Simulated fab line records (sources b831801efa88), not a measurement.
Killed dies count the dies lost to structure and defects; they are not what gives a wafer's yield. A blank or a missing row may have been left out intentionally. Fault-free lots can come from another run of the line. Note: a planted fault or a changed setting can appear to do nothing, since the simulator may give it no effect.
Which tool was responsible? || flow sky130 || 6 lots, 18 wafers sampled, at 3 steps of a route of 708

## WHAT EACH GAUGE READ, for each wafer
SKY_VIA4_BOW_MEAS_03.
{"lot": "L588", "measured": "day 43 04:56", "on": "filmMetro-01", "VIA4_BOW (um)": "83 76 92"}
{"lot": "L590", "measured": "day 43 15:09", "on": "filmMetro-01", "VIA4_BOW (um)": "82 70 85"}
{"lot": "L593", "measured": "day 44 18:55", "on": "filmMetro-02", "VIA4_BOW (um)": "81 82 88"}
{"lot": "L600", "measured": "day 46 17:03", "on": "filmMetro-01", "VIA4_BOW (um)": "79 78 87"}
{"lot": "L607", "measured": "day 48 06:55", "on": "filmMetro-01", "VIA4_BOW (um)": "80 88 97"}
{"lot": "L609", "measured": "day 48 19:14", "on": "filmMetro-02", "VIA4_BOW (um)": "94 89 76"}

## WHAT TOOL EACH LOT RAN ON (gives the tool, then ch and the chambers of the sampled wafers, and finally the start)
{"lot": "L588", "SKY_GATE_OXIDE_OXIDATION_01": "furnace-02 ch 0, day 14 00:49", "SKY_METAL4_METAL_ETCH_18": "rieMetal-02 ch 0,1, day 43 03:37"}
{"lot": "L590", "SKY_GATE_OXIDE_OXIDATION_01": "furnace-01 ch 0, day 14 08:58", "SKY_METAL4_METAL_ETCH_18": "rieMetal-02 ch 0,1, day 43 13:51"}
{"lot": "L593", "SKY_GATE_OXIDE_OXIDATION_01": "furnace-01 ch 0, day 15 20:38", "SKY_METAL4_METAL_ETCH_18": "rieMetal-01 ch 0,1, day 44 17:35"}
{"lot": "L600", "SKY_GATE_OXIDE_OXIDATION_01": "furnace-01 ch 0, day 17 22:58", "SKY_METAL4_METAL_ETCH_18": "rieMetal-02 ch 0,1, day 46 15:45"}
{"lot": "L607", "SKY_GATE_OXIDE_OXIDATION_01": "furnace-01 ch 0, day 20 11:23", "SKY_METAL4_METAL_ETCH_18": "rieMetal-03 ch 0,1, day 48 05:30"}
{"lot": "L609", "SKY_GATE_OXIDE_OXIDATION_01": "furnace-01 ch 0, day 21 08:27", "SKY_METAL4_METAL_ETCH_18": "rieMetal-02 ch 0,1, day 48 17:21"}
- SKY_GATE_OXIDE_OXIDATION_01: stabilise 600 s, purge 300 s, target thk 10.268 nm.
- SKY_METAL4_METAL_ETCH_18: etches the open film in Cl2/BCl3, stops on SiO2, target depth 845 nm, time 183.1 s.

## THE ANSWER, worked out from the rows above alone
Rule: what is usual is taken from the lots themselves. Put in order of their means at a reading, lots are off if they are a third of the lots or fewer, leave a main group of 4 or more, and stand apart from it by a gap of 3 or more times the standard deviation of the main group's means; of several such gaps the widest counts. The tables above print the reading to a certain number of digits; a main group whose means all agree to those digits is not used. Also off: a lot with no number at a reading for which 4 or more lots have one. The other lots that the step has rows for count as sound.
No lot is off at any reading shown: from this, nothing can be told.

## WHAT HAD BEEN PUT IN BY THE SIMULATOR
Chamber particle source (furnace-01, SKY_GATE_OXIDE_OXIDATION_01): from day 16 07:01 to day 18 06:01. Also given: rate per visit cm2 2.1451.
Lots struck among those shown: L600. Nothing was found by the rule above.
